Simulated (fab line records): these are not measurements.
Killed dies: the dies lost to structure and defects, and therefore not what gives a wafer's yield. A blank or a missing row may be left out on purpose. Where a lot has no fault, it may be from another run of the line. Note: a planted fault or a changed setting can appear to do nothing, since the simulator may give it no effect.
fab line records + flow gf180mcu + part 2 of 2: steps 26 to 34 of 34
[record]
- lots = 5
- wafers = 15
- last_day = 34
route steps=602 shown CONTACT@302 M1@315 V1@335
lots that met no fault: taken from a fault-free run of the same line
start_h: hours from the record's opening day to when the first of the lot's shown wafers began + wait_h: hours elapsed since this lot's preceding step + " as in the row above + L1.1+2: one row covering several wafers at once + - either no value or no given start + * or withheld: withheld + < > ~ a bound
route shown NAME@n: NAME is a module with steps in the file, n the number in the route of the first one + usual: mean and standard deviation over wafers with no fault + same: alike in all rows + chamber/n: place in a boat + sites: per-site readings + _std_site: standard deviation across them + _edge_site: outer sites' mean less inner sites' + radius_mm: for every site, how far away it sits from the centre of the wafer + mask NAME#n: copy n + behind: the tool/chamber that last shaped the wafer + hold: reason for holding the lot/hours on hold/outcome of the hold + device: names the non-switching transistor (n, p or np) + end of line: the route-end tests of the same wafers + a step with no rows: only its recipe + killed: not the wafer's yield, but the dies lost to structure and defects at the first sort + map: a wafer's dies, marking killed ones x, the rest . and places with no die _
set.NAME: the setting the step ran with; set.NAME@STEP: the setting that earlier step ran with + model.NAME: the simulator's own value behind a step, which no gauge read
a table for each step, a row for each wafer; lots at some steps of the route
services: when a tool's chamber went out of use (start_h, in hours from the record's first day, below 0 if earlier), for how many hours, and the reason
[[steps]]
[step GF_M1_PEB_12]
[recipe]
- peb_temp_c = 135
- peb_time_s = 90
- resist = KrF
[usual]
- resist_line_temp_C = 23.00/0.11
| lot.wafer | tool           | chamber | start_h | wait_h | resist_line_temp_C |
|-----------|----------------|---------|---------|--------|--------------------|
| L074.1    | litho_track-03 | 0       | -       | -      | 23.02              |
| L074.2    | "              | 0       | "       | "      | 23.07              |
| L074.5    | "              | 0       | "       | "      | 22.92              |
| L078.1    | litho_track-04 | 0       | -       | -      | 23.06              |
| L078.2    | "              | 0       | "       | "      | 23.17              |
| L078.4    | "              | 0       | "       | "      | 23.11              |
| L090.2    | litho_track-03 | 0       | -       | -      | 22.97              |
| L090.4    | "              | 0       | "       | "      | 22.98              |
| L090.6    | "              | 0       | "       | "      | 23.12              |
| L094.1    | litho_track-01 | 0       | -       | -      | 22.97              |
| L094.5    | "              | 0       | "       | "      | 22.84              |
| L094.6    | "              | 0       | "       | "      | 23.05              |
| L095.1    | litho_track-01 | 0       | -       | -      | 23.07              |
| L095.3    | "              | 0       | "       | "      | 23.00              |
| L095.5    | "              | 0       | "       | "      | 23.20              |
[step GF_M1_DEVELOP_13]
[recipe]
- develop_time_s = 60
- dev_temp_c = 21
[usual]
- resist_line_temp_C = 23.01/0.11
| lot.wafer | tool           | chamber | start_h | wait_h | resist_line_temp_C |
|-----------|----------------|---------|---------|--------|--------------------|
| L074.1    | litho_track-03 | 0       | 386.61  | 0.2    | 23.01              |
| L074.2    | "              | 0       | "       | "      | 22.80              |
| L074.5    | "              | 0       | "       | "      | 23.18              |
| L078.1    | litho_track-04 | 0       | 423.69  | 0.2    | 23.28              |
| L078.2    | "              | 0       | "       | "      | 23.20              |
| L078.4    | "              | 0       | "       | "      | 23.17              |
| L090.2    | litho_track-03 | 0       | 529.19  | 0.2    | 22.89              |
| L090.4    | "              | 0       | "       | "      | 23.12              |
| L090.6    | "              | 0       | "       | "      | 22.98              |
| L094.1    | litho_track-01 | 0       | 561.60  | 0.2    | 23.26              |
| L094.5    | "              | 0       | "       | "      | 23.07              |
| L094.6    | "              | 0       | "       | "      | 23.16              |
| L095.1    | litho_track-01 | 0       | 568.15  | 0.2    | 22.91              |
| L095.3    | "              | 0       | "       | "      | 22.97              |
| L095.5    | "              | 0       | "       | "      | 22.82              |
[step GF_M1_CD_MEAS_14]
[recipe]
- target_cd_nm = 230
[usual]
- cd_nm = 230.2/1.2
| lot.wafer | tool      | chamber | start_h | wait_h | cd_nm |
|-----------|-----------|---------|---------|--------|-------|
| L074.1    | cd_sem-02 | -       | 386.76  | 0.1    | 230.8 |
| L074.2    | "         | -       | "       | "      | 230.5 |
| L074.5    | "         | -       | "       | "      | 230.3 |
| L078.1    | cd_sem-02 | -       | 423.84  | 0.1    | 232.0 |
| L078.2    | "         | -       | "       | "      | 231.4 |
| L078.4    | "         | -       | "       | "      | 230.0 |
| L090.2    | cd_sem-02 | -       | 529.33  | 0.1    | 231.3 |
| L090.4    | "         | -       | "       | "      | 228.8 |
| L090.6    | "         | -       | "       | "      | 230.6 |
| L094.1    | cd_sem-02 | -       | 561.75  | 0.1    | 229.1 |
| L094.5    | "         | -       | "       | "      | 229.0 |
| L094.6    | "         | -       | "       | "      | 228.1 |
| L095.1    | cd_sem-01 | -       | 568.30  | 0.1    | 228.5 |
| L095.3    | "         | -       | "       | "      | 229.3 |
| L095.5    | "         | -       | "       | "      | 229.1 |
[step GF_M1_OVL_MEAS_15]
[usual]
- M1_OVL = -2/5.8
| lot.wafer | tool       | chamber | start_h | wait_h | M1_OVL[nm] |
|-----------|------------|---------|---------|--------|------------|
| L074.1    | overlay-01 | -       | 386.88  | 0.1    | -4         |
| L074.2    | "          | -       | "       | "      | -1         |
| L074.5    | "          | -       | "       | "      | -6         |
| L078.1    | overlay-02 | -       | 423.96  | 0.1    | -2         |
| L078.2    | "          | -       | "       | "      | 4          |
| L078.4    | "          | -       | "       | "      | 2          |
| L090.2    | overlay-01 | -       | 529.44  | 0.1    | -4         |
| L090.4    | "          | -       | "       | "      | 2          |
| L090.6    | "          | -       | "       | "      | -3         |
| L094.1    | overlay-02 | -       | 561.87  | 0.1    | 4          |
| L094.5    | "          | -       | "       | "      | 4          |
| L094.6    | "          | -       | "       | "      | 4          |
| L095.1    | overlay-02 | -       | 568.42  | 0.1    | 2          |
| L095.3    | "          | -       | "       | "      | 7          |
| L095.5    | "          | -       | "       | "      | 1          |
[step GF_M1_METAL_ETCH_16]
[recipe]
- chemistry = Cl2/BCl3
- mask_material = KrF
- target_depth_nm = 750.8
- stop_on = SiO2
- pressure_mtorr = 8
- icp_w = 800
- bias_w = 140
- Cl2_flow_sccm = 80
- bcl3_flow_sccm = 40
- time_s = 125.1
[usual]
- drypump_motor_current_A = 5.7/0.46
- oes_product_au = 0.992/0.0055
- rf_fwd_power_W = 795.5/2.5
- throttle_valve_pct = 28.228/0.0097
| lot.wafer | tool         | chamber | start_h | wait_h | drypump_motor_current_A | oes_product_au | rf_fwd_power_W | rf_hours_counter_h | throttle_valve_pct |
|-----------|--------------|---------|---------|--------|-------------------------|----------------|----------------|--------------------|--------------------|
| L074.1    | rie_metal-04 | 1       | 386.92  | 0.0    | 5.0                     | 0.991          | 796.1          | 2                  | 28.249             |
| L074.2    | "            | 0       | "       | "      | 5.6                     | 0.988          | 799.2          | 11                 | 28.227             |
| L074.5    | "            | 1       | "       | "      | 5.1                     | 0.991          | 794.9          | -                  | 28.233             |
| L078.1    | rie_metal-02 | 1       | 423.99  | 0.0    | 6.0                     | 0.987          | 796.0          | 12                 | 28.225             |
| L078.2    | "            | 0       | "       | "      | 6.5                     | 0.996          | 796.7          | 7                  | 28.227             |
| L078.4    | "            | 0       | "       | "      | 6.5                     | 0.986          | 792.8          | -                  | 28.238             |
| L090.2    | rie_metal-03 | 1       | 529.51  | 0.1    | 5.4                     | 0.992          | 793.7          | -                  | 28.223             |
| L090.4    | "            | 1       | "       | "      | 5.5                     | 0.992          | 796.2          | -                  | 28.220             |
| L090.6    | "            | 1       | "       | "      | 5.4                     | 0.995          | 797.2          | -                  | 28.252             |
| L094.1    | rie_metal-03 | 0       | 561.91  | 0.0    | 6.0                     | 0.986          | 795.1          | 1                  | 28.227             |
| L094.5    | "            | 1       | "       | "      | 5.5                     | 0.999          | 793.1          | -                  | 28.246             |
| L094.6    | "            | 0       | "       | "      | 6.0                     | 0.992          | 796.1          | -                  | 28.234             |
| L095.1    | rie_metal-03 | 0       | 568.46  | 0.0    | 6.0                     | 0.993          | 791.9          | 1                  | 28.236             |
| L095.3    | "            | 1       | "       | "      | 5.5                     | 0.996          | 802.1          | -                  | 28.217             |
| L095.5    | "            | 1       | "       | "      | 5.5                     | 0.997          | 799.3          | -                  | 28.223             |
[step GF_M1_STRIP_17]
[recipe]
- chemistry = O2/N2
- power_w = 1400
- pressure_mtorr = 1500
- platen_temp_c = 250
- o2_flow_sccm = 3000
- n2_flow_sccm = 300
- overash_fraction = 0.5
[usual]
- drypump_motor_current_A = 5.60/0.25
- heater_power_w = 327/30
- o2_flow_sccm = 2998/9.9
- oes_product_au = 0.535/0.0053
- platen_temp_c = 250.00/0.2
- strip_time_to_endpoint_s = 7.32/0.056
| lot.wafer | tool            | chamber | start_h | wait_h | drypump_motor_current_A | heater_power_w | o2_flow_sccm | oes_product_au | platen_temp_c | rf_hours_counter_h | strip_time_to_endpoint_s |
|-----------|-----------------|---------|---------|--------|-------------------------|----------------|--------------|----------------|---------------|--------------------|--------------------------|
| L074.1    | plasma_asher-04 | 1       | 387.05  | 0.1    | 5.30                    | 375            | 2994         | 0.532          | 249.88        | 58                 | 7.34                     |
| L074.2    | "               | 0       | "       | "      | 5.57                    | 312            | 2995         | 0.529          | 249.67        | 58                 | 7.35                     |
| L074.5    | "               | 1       | "       | "      | 5.29                    | 364            | 2994         | 0.537          | 250.14        | -                  | 7.38                     |
| L078.1    | plasma_asher-01 | 1       | 424.12  | 0.1    | 5.93                    | 322            | 3000         | 0.533          | 249.62        | 32                 | 7.38                     |
| L078.2    | "               | 0       | "       | "      | 5.60                    | 282            | 2992         | 0.545          | 250.31        | 32                 | 7.37                     |
| L078.4    | "               | 1       | "       | "      | 5.94                    | 331            | 2985         | 0.536          | 250.02        | -                  | 7.42                     |
| L090.2    | plasma_asher-02 | 0       | 529.73  | 0.2    | 5.59                    | 319            | 3013         | 0.534          | 249.82        | 11                 | 7.28                     |
| L090.4    | "               | 0       | "       | "      | 5.59                    | 335            | 3006         | 0.522          | 249.97        | -                  | 7.23                     |
| L090.6    | "               | 1       | "       | "      | 6.05                    | 322            | 2985         | 0.527          | 250.41        | -                  | 7.23                     |
| L094.1    | plasma_asher-02 | 1       | 562.04  | 0.1    | 6.06                    | 324            | 3001         | 0.532          | 250.24        | 14                 | 7.29                     |
| L094.5    | "               | 1       | "       | "      | 6.03                    | 327            | 2995         | 0.532          | 250.08        | -                  | 7.24                     |
| L094.6    | "               | 0       | "       | "      | 5.66                    | 325            | 3012         | 0.529          | 250.04        | -                  | 7.28                     |
| L095.1    | plasma_asher-01 | 1       | 568.59  | 0.1    | 5.92                    | 327            | 2982         | 0.536          | 249.83        | 47                 | 7.30                     |
| L095.3    | "               | 1       | "       | "      | 5.91                    | 320            | 2987         | 0.536          | 249.82        | -                  | 7.24                     |
| L095.5    | "               | 1       | "       | "      | 5.92                    | 331            | 2982         | 0.529          | 249.78        | -                  | 7.25                     |
[step GF_M1_STRIP_18]
[recipe]
- chemistry = post_etch_residue_remover
- time_s = 1200
- temp_c = 72.5
[usual]
- bath_heat_duty_pct = 13.9/1.7
| lot.wafer | tool         | chamber | start_h | wait_h | bath_heat_duty_pct |
|-----------|--------------|---------|---------|--------|--------------------|
| L074.1    | wet_bench-01 | 3       | 387.15  | 0.1    | 14.9               |
| L074.2    | "            | 3       | "       | "      | 13.1               |
| L074.5    | "            | 3       | "       | "      | 15.7               |
| L078.1    | wet_bench-03 | 3       | 424.22  | 0.1    | 11.0               |
| L078.2    | "            | 3       | "       | "      | 11.6               |
| L078.4    | "            | 3       | "       | "      | 11.6               |
| L090.2    | wet_bench-04 | 3       | 529.83  | 0.1    | 13.9               |
| L090.4    | "            | 3       | "       | "      | 13.6               |
| L090.6    | "            | 3       | "       | "      | 13.6               |
| L094.1    | wet_bench-04 | 2       | 562.14  | 0.1    | 14.8               |
| L094.5    | "            | 2       | "       | "      | 14.8               |
| L094.6    | "            | 2       | "       | "      | 15.9               |
| L095.1    | wet_bench-04 | 3       | 568.69  | 0.1    | 14.5               |
| L095.3    | "            | 3       | "       | "      | 13.5               |
| L095.5    | "            | 3       | "       | "      | 13.8               |
[step GF_M1_CLEAN_19]
[recipe]
- chemistry = DIW
- dry = n2_spin
| lot.wafer  | tool         | chamber | start_h | wait_h |
|------------|--------------|---------|---------|--------|
| L074.1+2+5 | wet_bench-03 | 2       | 387.49  | 0.0    |
| L078.1+2+4 | wet_bench-01 | 3       | 424.56  | 0.0    |
| L090.2+4+6 | wet_bench-03 | 0       | 530.17  | 0.0    |
| L094.1+5+6 | wet_bench-03 | 1       | 562.48  | 0.0    |
| L095.1+3+5 | wet_bench-03 | 3       | 569.03  | 0.0    |
[step GF_V1_CVD_00]
[recipe]
- material = SiO2
- target_thk_nm = 600
- sigma_open_frac = 0.3
- temp_c = 400
- time_s = 100
- sih4_flow_sccm = 60
- pressure_mtorr = 6
| lot.wafer  | tool      | chamber | start_h | wait_h |
|------------|-----------|---------|---------|--------|
| L074.1+2+5 | hdpcvd-02 | 2,1,2   | 387.59  | 0.0    |
| L078.1+2+4 | hdpcvd-02 | 2,1,2   | 424.66  | 0.0    |
| L090.2+4+6 | hdpcvd-01 | 0,1,0   | 530.26  | 0.0    |
| L094.1+5+6 | hdpcvd-02 | 2,0,1   | 562.57  | 0.0    |
| L095.1+3+5 | hdpcvd-01 | 2,0,2   | 569.13  | 0.0    |
[[services]]
| tool            | chamber | start_h | hours | kind   |
|-----------------|---------|---------|-------|--------|
| hdpcvd-02       | -       | 348.46  | 1.6   | repair |
| pvd_sputter-02  | -       | 351.82  | 0.6   | repair |
| krf_scanner-01  | -       | 357.26  | 4.0   | pm     |
| cmp-01          | -       | 362.45  | 3.9   | repair |
| rie_metal-03    | -       | 368.94  | 14.6  | pm     |
| pvd_sputter-01  | -       | 370.32  | 5.0   | repair |
| cvd_w-01        | -       | 377.63  | 2.6   | repair |
| wet_bench-04    | -       | 391.16  | 66.1  | pm     |
| krf_scanner-01  | -       | 392.72  | 1.0   | pm     |
| pvd_sputter-03  | -       | 401.01  | 2.1   | repair |
| cmp-01          | -       | 418.22  | 1.6   | repair |
| rie_diel-01     | 1       | 426.68  | 8.7   | repair |
| plasma_asher-01 | -       | 439.30  | 0.6   | repair |
| rie_diel-01     | 3       | 468.66  | 11.3  | repair |
| pvd_sputter-03  | -       | 484.16  | 2.4   | repair |
| rie_diel-01     | 2       | 485.68  | 5.4   | repair |
| plasma_asher-01 | -       | 485.97  | 1.6   | repair |
| rie_diel-03     | 0       | 506.62  | 10.3  | repair |
| plasma_asher-01 | -       | 516.03  | 0.4   | repair |
| rie_diel-03     | -       | 544.01  | 0.3   | repair |
| rie_diel-03     | 3       | 552.95  | 6.4   | repair |
| pvd_sputter-02  | -       | 553.64  | 2.9   | repair |
| pvd_sputter-04  | -       | 560.63  | 0.9   | repair |
| rie_diel-03     | 2       | 562.14  | 2.9   | repair |
